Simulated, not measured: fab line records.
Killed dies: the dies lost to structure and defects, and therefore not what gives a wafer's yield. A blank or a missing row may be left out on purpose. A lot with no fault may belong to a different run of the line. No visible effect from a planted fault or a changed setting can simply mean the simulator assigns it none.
Matching of chambers :: flow gf180mcu :: GF_M5_ETCH_09 on rie-diel-04 has 4 sister chambers
The step etches Si3N4 in CF4/O2, target depth 52 nm, time 11.6 s. 16 wafers are shown with their chamber, then 8 later ones without.

WAFERS WITH THEIR CHAMBER
wafer: L971.1
chamber: 1
drypump-motor-current-A (A): 5.9
O2_flow_sccm (sccm): 9.978
oes-product-au (a.u.): 1.004

wafer: L971.2
chamber: 2
drypump-motor-current-A (A): 5.7
O2_flow_sccm (sccm): 9.973
oes-product-au (a.u.): 0.995

wafer: L971.3
chamber: 0
drypump-motor-current-A (A): 6.3
O2_flow_sccm (sccm): 9.968
oes-product-au (a.u.): 0.998

wafer: L977.2
chamber: 2
drypump-motor-current-A (A): 5.7
O2_flow_sccm (sccm): 9.974
oes-product-au (a.u.): 0.989

wafer: L977.5
chamber: 1
drypump-motor-current-A (A): 5.9
O2_flow_sccm (sccm): 10.028
oes-product-au (a.u.): 0.980

wafer: L977.6
chamber: 2
drypump-motor-current-A (A): 5.7
O2_flow_sccm (sccm): 9.980
oes-product-au (a.u.): 0.981

wafer: L980.4
chamber: 1
drypump-motor-current-A (A): 5.9
O2_flow_sccm (sccm): 10.055
oes-product-au (a.u.): 0.988

wafer: L980.5
chamber: 0
drypump-motor-current-A (A): 6.2
O2_flow_sccm (sccm): 10.020
oes-product-au (a.u.): 0.989

wafer: L980.6
chamber: 1
drypump-motor-current-A (A): 5.9
O2_flow_sccm (sccm): 9.974
oes-product-au (a.u.): 0.987

wafer: L981.2
chamber: 1
drypump-motor-current-A (A): 5.9
O2_flow_sccm (sccm): 9.960
oes-product-au (a.u.): 1.003

wafer: L981.4
chamber: 0
drypump-motor-current-A (A): 6.2
O2_flow_sccm (sccm): 10.016
oes-product-au (a.u.): 1.005

wafer: L981.6
chamber: 1
drypump-motor-current-A (A): 6.0
O2_flow_sccm (sccm): 10.002
oes-product-au (a.u.): 1.005

wafer: L982.1
chamber: 2
drypump-motor-current-A (A): 5.7
O2_flow_sccm (sccm): 9.983
oes-product-au (a.u.): 0.997

wafer: L982.5
chamber: 0
drypump-motor-current-A (A): 6.3
O2_flow_sccm (sccm): 9.959
oes-product-au (a.u.): 1.011

wafer: L982.6
chamber: 3
drypump-motor-current-A (A): 5.8
O2_flow_sccm (sccm): 10.029
oes-product-au (a.u.): 1.007

wafer: L987.1
chamber: 0
drypump-motor-current-A (A): 6.2
O2_flow_sccm (sccm): 9.988
oes-product-au (a.u.): 1.000

SIGNATURES (means of the wafers above)
reading: drypump-motor-current-A
chamber 0: 6.240
chamber 1: 5.917
chamber 2: 5.700
chamber 3: 5.800
scatter within a chamber: 0.0412

reading: O2_flow_sccm
chamber 0: 9.99020
chamber 1: 9.99950
chamber 2: 9.97750
chamber 3: 10.02900
scatter within a chamber: 0.0284

reading: oes-product-au
chamber 0: 1.00060
chamber 1: 0.99450
chamber 2: 0.99050
chamber 3: 1.00700
scatter within a chamber: 0.00915
Rule: for each reading, subtract the chamber's mean from the wafer's reading, divide by that reading's scatter and square the result; add these up over the readings and take the root, which gives the wafer's distance from the chamber. The wafer belongs to the nearest chamber; if the next one is less than 2 further off, it can't be placed. How the scatter is found: for the shown wafers, subtract from each reading the mean of its chamber, square and add these, divide the total by (wafers less chambers), then take the root.

WAFERS WITHOUT THEIR CHAMBER
wafer: L987.4
drypump-motor-current-A (A): 5.9
O2_flow_sccm (sccm): 9.998
oes-product-au (a.u.): 0.995

wafer: L987.5
drypump-motor-current-A (A): 5.7
O2_flow_sccm (sccm): 10.048
oes-product-au (a.u.): 0.985

wafer: L988.3
drypump-motor-current-A (A): 5.8
O2_flow_sccm (sccm): 9.968
oes-product-au (a.u.): 1.000

wafer: L988.5
drypump-motor-current-A (A): 5.8
O2_flow_sccm (sccm): 9.978
oes-product-au (a.u.): 1.000

wafer: L988.6
drypump-motor-current-A (A): 6.2
O2_flow_sccm (sccm): 10.059
oes-product-au (a.u.): 1.007

wafer: L989.2
drypump-motor-current-A (A): 5.6
O2_flow_sccm (sccm): 10.022
oes-product-au (a.u.): 0.999

wafer: L989.5
drypump-motor-current-A (A): 5.6
O2_flow_sccm (sccm): 10.004
oes-product-au (a.u.): 0.988

wafer: L989.6
drypump-motor-current-A (A): 5.9
O2_flow_sccm (sccm): 9.994
oes-product-au (a.u.): 0.994

CHAMBER TAKEN BY EACH
wafer: L987.4
from the rows above: 1
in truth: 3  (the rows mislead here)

wafer: L987.5
from the rows above: can't be placed: 2 or 3
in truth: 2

wafer: L988.3
from the rows above: can't be placed: 3 or 2 or 1
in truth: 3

wafer: L988.5
from the rows above: can't be placed: 3 or 2 or 1
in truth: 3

wafer: L988.6
from the rows above: 0
in truth: 0

wafer: L989.2
from the rows above: can't be placed: 2 or 3
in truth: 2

wafer: L989.5
from the rows above: 2
in truth: 2

wafer: L989.6
from the rows above: 1
in truth: 1
Placed correctly: 3 of 8. From these rows, 4 cannot be placed; in 4 the true chamber is one of the candidates. Placed wrongly: 1.
